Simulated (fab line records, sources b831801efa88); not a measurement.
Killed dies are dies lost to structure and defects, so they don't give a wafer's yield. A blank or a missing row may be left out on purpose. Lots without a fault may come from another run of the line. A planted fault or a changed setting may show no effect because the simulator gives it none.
fab line records | flow gf180mcu
record lots=12 wafers=34 last_day=34
route steps=602 shown MVPSD@86 DUAL_GATE@152 HV_LDD@199
lots that met no fault: from a run of the same line without faults
start_h: hours from the record's first day to the start of the lot's first wafer shown | wait_h: hours since the lot's step before | " the same as in the row above | L1.1+2: a row that stands for several wafers | - no value, or no start given | * or withheld: withheld | < > ~ a bound
route shown NAME@n: a module of which the file shows steps, and the number in the route of the first | usual: mean/standard deviation of fault-free wafers | same: alike in all rows | chamber/n: place in a boat | sites: the reading at each site | _std_site: their standard deviation | _edge_site: outer sites' mean less inner sites' | radius_mm: how far each site lies from the wafer's centre | mask NAME#n: copy n | behind: the tool/chamber that last shaped the wafer | hold: why the lot was held/for how many hours/how that ended | device: the transistor (n, p or np) that didn't switch | end of line: the same wafers' tests at the end of the route | a step without rows: its recipe alone | killed: dies lost to structure and defects at the first sort, not the wafer's yield | map: a wafer's dies, x killed, . not, _ none there
set.NAME: the setting as run; set.NAME@STEP: as run at that earlier step | model.NAME: the simulator's own value behind a step, which no gauge read
steps of the route over a sample of lots; a table a step, a row a wafer
services: from which hour (start_h, from the record's first day; less than 0 if before it) a tool's chamber was out of use, for how many hours, and why
## steps
# step GF_MVPSD_IMPLANT_08
# recipe species=B energy_kev=170 dose_cm2=1.5e+13 tilt_deg=0
# usual beam_energy_keV=169.99/0.054 beam_on_s=10.00/0.22 faraday_current_uA=84.6/1.8
# columns lot.wafer tool chamber start_h wait_h beam_energy_keV beam_on_s faraday_current_uA
L171.2 implanter-02 0 95.84 0.0 170.02 9.69 87.2
L171.5 " 0 " " 169.94 10.48 80.7
L171.6 " 0 " " 170.04 10.22 83.7
L172.2 implanter-02 0 104.83 0.0 169.96 10.09 83.9
L172.5 " 0 " " 169.98 9.90 85.7
L172.6 " 0 " " 170.00 10.14 83.0
L173.1 implanter-01 0 108.71 0.0 170.05 10.38 81.2
L173.3 " 0 " " 170.00 9.66 87.8
L173.5 " 0 " " 170.08 10.09 84.0
L174.1 implanter-02 0 115.15 0.0 169.94 10.07 84.3
L174.5 " 0 " " 169.98 9.85 85.8
L174.6 " 0 " " 170.00 10.02 84.6
L175.1 implanter-02 0 120.85 0.0 169.97 10.32 81.9
L175.3 " 0 " " 170.04 9.74 86.2
L175.6 " 0 " " 170.06 9.82 86.6
L176.1 implanter-01 0 126.86 0.0 170.01 9.71 86.8
L176.5 " 0 " " 169.99 9.65 87.3
L176.6 " 0 " " 169.93 9.72 87.2
L177.2 implanter-04 0 132.49 0.0 170.03 10.10 84.0
L177.3 " 0 " " 169.94 9.98 85.0
L177.5 " 0 " " 169.98 10.08 84.1
L178.1 implanter-01 0 138.52 0.0 170.03 9.76 86.2
L178.4 " 0 " " 169.96 9.77 86.8
L178.6 " 0 " " 169.98 10.05 84.3
L179.1 implanter-02 0 143.87 0.0 169.93 9.93 85.2
L179.2 " 0 " " 169.97 10.01 84.6
L179.3 " 0 " " 169.87 9.83 86.4
L182.3 implanter-02 0 161.82 0.1 169.93 10.99 76.7
L183.1 implanter-04 0 169.12 0.0 169.98 10.05 84.3
L183.2 " 0 " " 170.06 10.17 83.7
L183.6 " 0 " " 169.91 10.44 80.9
L194.1 implanter-01 0 239.60 0.0 170.05 9.81 85.8
L194.2 " 0 " " 170.05 9.89 85.7
L194.6 " 0 " " 170.01 10.20 82.8
# step GF_VT_IMPLANT_RS_MEAS_49
# recipe thk_meas_gauge=four-point-probe
# usual MVPSD_RS=1167.6/2.5
# columns lot.wafer tool chamber start_h wait_h MVPSD_RS[ohm/sq]
L171.2 film_metro-04 - 155.97 0.1 1168.2
L171.5 " - " " 1166.8
L171.6 " - " " 1164.3
L172.2 film_metro-01 - 167.64 0.1 1167.9
L172.5 " - " " 1167.1
L172.6 " - " " 1169.6
L173.1 film_metro-01 - 171.94 0.1 1173.7
L173.3 " - " " 1171.0
L173.5 " - " " 1168.6
L174.1 film_metro-01 - 177.88 0.1 1163.9
L174.5 " - " " 1164.2
L174.6 " - " " 1164.1
L175.1 film_metro-01 - 185.93 0.1 1165.5
L175.3 " - " " 1168.5
L175.6 " - " " 1166.3
L176.1 film_metro-01 - 192.28 0.1 1168.4
L176.5 " - " " 1171.3
L176.6 " - " " 1166.3
L177.2 film_metro-01 - 198.55 0.1 1167.9
L177.3 " - " " 1168.3
L177.5 " - " " 1170.6
L178.1 film_metro-01 - 206.20 0.1 1164.2
L178.4 " - " " 1163.6
L178.6 " - " " 1166.9
L179.1 film_metro-01 - 212.11 0.1 1168.7
L179.2 " - " " 1169.1
L179.3 " - " " 1167.6
L182.3 film_metro-04 - 232.32 0.1 1135.5
L183.1 film_metro-04 - 241.02 0.1 1171.6
L183.2 " - " " 1167.0
L183.6 " - " " 1170.4
L194.1 film_metro-01 - 321.83 0.1 1171.6
L194.2 " - " " 1171.5
L194.6 " - " " 1170.9
# step GF_DUAL_GATE_OVL_MEAS_11
# usual DUAL_GATE_OVL=0.1/1.4
# columns lot.wafer tool chamber start_h wait_h DUAL_GATE_OVL[nm]
L171.2 overlay-01 - 174.95 0.1 -0.2
L171.5 " - " " 0.4
L171.6 " - " " -0.9
L172.2 overlay-01 - 185.98 0.1 -0.2
L172.5 " - " " 2.3
L172.6 " - " " 3.4
L173.1 overlay-01 - 190.12 0.1 0.4
L173.3 " - " " 1.8
L173.5 " - " " 0.5
L174.1 overlay-01 - 196.92 0.1 -0.2
L174.5 " - " " -0.9
L174.6 " - " " -0.7
L175.1 overlay-02 - 205.08 0.2 0.6
L175.3 " - " " -0.3
L175.6 " - " " 1.0
L176.1 overlay-02 - 211.48 0.1 3.1
L176.5 " - " " -0.4
L176.6 " - " " -0.7
L177.2 overlay-02 - 217.93 0.1 1.7
L177.3 " - " " 0.3
L177.5 " - " " 1.4
L178.1 overlay-01 - 225.37 0.1 1.3
L178.4 " - " " -0.6
L178.6 " - " " 0.6
L179.1 overlay-01 - 232.43 0.1 0.7
L179.2 " - " " 1.2
L179.3 " - " " 0.7
L182.3 overlay-02 - 253.04 0.1 1.9
L183.1 overlay-01 - 262.69 0.1 -1.2
L183.2 " - " " -1.4
L183.6 " - " " 0.1
L194.1 overlay-02 - 344.92 0.1 2.9
L194.2 " - " " 2.9
L194.6 " - " " 2.3
# step GF_HV_LDD_TW_MEAS_23
# usual HV_LDD_2_TW=1062/8.5
# columns lot.wafer tool chamber start_h wait_h HV_LDD_2_TW
L171.2 film_metro-04 - 234.45 0.1 1068
L171.5 " - " " 1061
L171.6 " - " " 1062
L172.2 film_metro-03 - 245.53 0.1 1067
L172.5 " - " " 1069
L172.6 " - " " 1068
L173.1 film_metro-01 - 251.84 0.1 1049
L173.3 " - " " 1061
L173.5 " - " " 1050
L174.1 film_metro-01 - 257.32 0.1 1051
L174.5 " - " " 1055
L174.6 " - " " 1052
L175.1 film_metro-03 - 268.88 0.1 1064
L175.3 " - " " 1060
L175.6 " - " " 1057
L176.1 film_metro-01 - 274.87 0.1 1058
L176.5 " - " " 1059
L176.6 " - " " 1059
L177.2 film_metro-01 - 280.05 0.1 1054
L177.3 " - " " 1055
L177.5 " - " " 1059
L178.1 film_metro-01 - 290.03 0.1 1057
L178.4 " - " " 1056
L178.6 " - " " 1055
L179.1 film_metro-04 - 297.98 0.1 1059
L179.2 " - " " 1064
L179.3 " - " " 1060
L182.3 film_metro-04 - 318.75 0.1 1055
L183.1 film_metro-04 - 328.73 0.1 1056
L183.2 " - " " 1057
L183.6 " - " " 1049
L194.1 film_metro-04 - 419.53 0.1 1066
L194.2 " - " " 1059
L194.6 " - " " 1059
# step GF_HV_LDD_STRIP_49
# recipe chemistry=O2/N2 power_w=1400 pressure_mtorr=1500 platen_temp_c=250 o2_flow_sccm=3000 n2_flow_sccm=300 overash_fraction=0.5
# usual chamber_pressure_mTorr=1499.9/1.5 drypump_motor_current_A=5.9/0.4 heater_power_w=329/30 n2_flow_sccm=300.1/0.94 oes_product_au=0.716/0.0044 platen_temp_c=250.00/0.17 strip_time_to_endpoint_s=12.64/0.035
# columns lot.wafer tool chamber start_h wait_h chamber_pressure_mTorr drypump_motor_current_A heater_power_w n2_flow_sccm oes_product_au platen_temp_c rf_hours_counter_h strip_time_to_endpoint_s
L171.2 plasma_asher-02 0 272.98 0.1 1498.3 6.3 325 298.5 0.715 250.05 48 12.73
L171.5 " 0 " " 1500.4 6.2 323 297.9 0.712 250.10 - 12.70
L171.6 " 1 " " 1497.4 5.7 290 301.6 0.717 250.15 - 12.65
L172.2 plasma_asher-02 0 284.53 0.1 1499.0 6.2 315 301.2 0.713 250.00 49 12.67
L172.5 " 0 " " 1499.0 6.3 325 300.7 0.718 249.71 - 12.66
L172.6 " 1 " " 1499.3 5.7 290 299.8 0.720 249.68 - 12.70
L173.1 plasma_asher-04 1 291.42 0.1 1501.0 6.5 375 301.3 0.712 249.90 18 12.62
L173.3 " 1 " " 1500.6 6.5 381 302.3 0.720 250.01 - 12.58
L173.5 " 0 " " 1497.2 5.6 319 299.1 0.717 249.79 - 12.61
L174.1 plasma_asher-04 0 298.42 0.1 1502.5 5.6 317 301.4 0.715 250.09 19 12.58
L174.5 " 0 " " 1500.4 5.6 309 302.2 0.712 249.94 - 12.61
L174.6 " 1 " " 1500.5 6.5 379 300.7 0.718 250.01 - 12.57
L175.1 plasma_asher-04 0 310.99 0.1 1502.1 5.6 321 299.6 0.715 249.98 20 12.64
L175.3 " 1 " " 1499.8 6.5 370 300.4 0.718 250.09 - 12.63
L175.6 " 0 " " 1498.1 5.6 322 298.8 0.714 250.09 - 12.61
L176.1 plasma_asher-03 1 315.79 0.1 1498.8 5.4 313 302.2 0.716 250.02 71 12.63
L176.5 " 1 " " 1498.6 5.4 314 301.4 0.719 250.10 - 12.65
L176.6 " 0 " " 1499.0 5.4 353 299.5 0.712 249.90 - 12.59
L177.2 plasma_asher-02 1 322.27 0.1 1501.5 5.7 288 300.7 0.711 249.93 53 12.72
L177.3 " 1 " " 1499.7 5.7 297 300.1 0.714 250.13 - 12.69
L177.5 " 0 " " 1501.2 6.3 318 300.8 0.720 249.89 - 12.68
L178.1 plasma_asher-04 1 332.18 0.1 1500.0 6.5 365 300.2 0.717 249.89 22 12.60
L178.4 " 0 " " 1499.9 5.6 316 299.7 0.716 250.05 - 12.57
L178.6 " 1 " " 1500.3 6.5 381 301.5 0.713 249.81 - 12.60
L179.1 plasma_asher-02 1 341.04 0.1 1500.9 5.7 294 299.8 0.718 250.01 55 12.66
L179.2 " 0 " " 1499.1 6.2 323 300.8 0.711 250.02 55 12.63
L179.3 " 0 " " 1502.2 6.3 327 300.5 0.716 250.15 - 12.65
L182.3 plasma_asher-02 1 362.30 0.1 1499.8 5.7 294 301.1 0.714 250.12 - 12.66
L183.1 plasma_asher-02 1 373.12 0.1 1502.1 5.7 305 298.6 0.719 250.08 58 12.60
L183.2 " 0 " " 1501.2 6.3 319 299.2 0.711 249.81 58 12.58
L183.6 " 1 " " 1498.9 5.7 289 299.9 0.717 250.13 - 12.63
L194.1 plasma_asher-02 0 469.53 0.1 1498.9 6.2 324 298.9 0.713 250.03 69 12.67
L194.2 " 1 " " 1495.9 5.7 301 298.5 0.721 250.36 69 12.67
L194.6 " 0 " " 1498.3 6.2 319 299.4 0.711 249.97 - 12.64
## services
# columns tool chamber start_h hours kind
implanter-02 - 93.67 1.4 repair
plasma_asher-04 - 108.75 9.0 pm
plasma_asher-04 0 108.75 9.0 vent_cycle
plasma_asher-04 1 108.75 9.0 vent_cycle
plasma_asher-04 0 117.75 - clean
plasma_asher-04 1 117.75 - clean
implanter-04 - 124.43 3.5 pm
plasma_asher-03 - 132.79 2.2 repair
implanter-02 - 151.80 1.6 repair
plasma_asher-03 - 152.06 4.7 repair
implanter-01 - 154.87 3.9 pm
plasma_asher-02 - 190.02 1.9 repair
implanter-04 - 252.27 3.4 repair
implanter-04 - 280.78 4.1 pm
implanter-02 - 331.77 6.7 repair
implanter-04 - 366.96 3.8 repair
plasma_asher-04 - 379.00 4.1 repair
implanter-01 - 404.30 2.8 pm
plasma_asher-03 - 421.25 9.0 pm
plasma_asher-03 0 421.25 9.0 vent_cycle
plasma_asher-03 1 421.25 9.0 vent_cycle
plasma_asher-03 0 430.25 - clean
plasma_asher-03 1 430.25 - clean
## key
first_sign step=GF_MVPSD_IMPLANT_08 reading=beam_on_s direction=up sigmas=4.5 usual=10.00 struck=10.99
effect step=GF_MVPSD_IMPLANT_08 reading=faraday_current_uA direction=down sigmas=4.3 usual=84.6 struck=76.7
effect step=GF_VT_IMPLANT_RS_MEAS_49 reading=MVPSD_RS direction=down sigmas=13 usual=1167.6 struck=1135.5
met_at GF_MVPSD_IMPLANT_08
struck_lots L182
struck_wafers L182.3
tester_left_out L182
not_acting_at GF_DUAL_GATE_OVL_MEAS_11,GF_HV_LDD_TW_MEAS_23,GF_HV_LDD_STRIP_49
onset_between 143.87 161.82
fault kind=process_parameter_drift tool=implanter-02 chamber=- onset_h=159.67 steps=GF_MVPSD_IMPLANT_08 channel=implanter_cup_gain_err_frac offset=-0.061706 shape=step end_h=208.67 scope=struck_wafers_only
# tester_left_out: of these lots the tester's yield and bins aren't shown, on N5 and GAA mostly nor the transistor test; their killed dies are dies lost to structure and defects alone, not to doping, threshold or leakage, so they don't give the yield
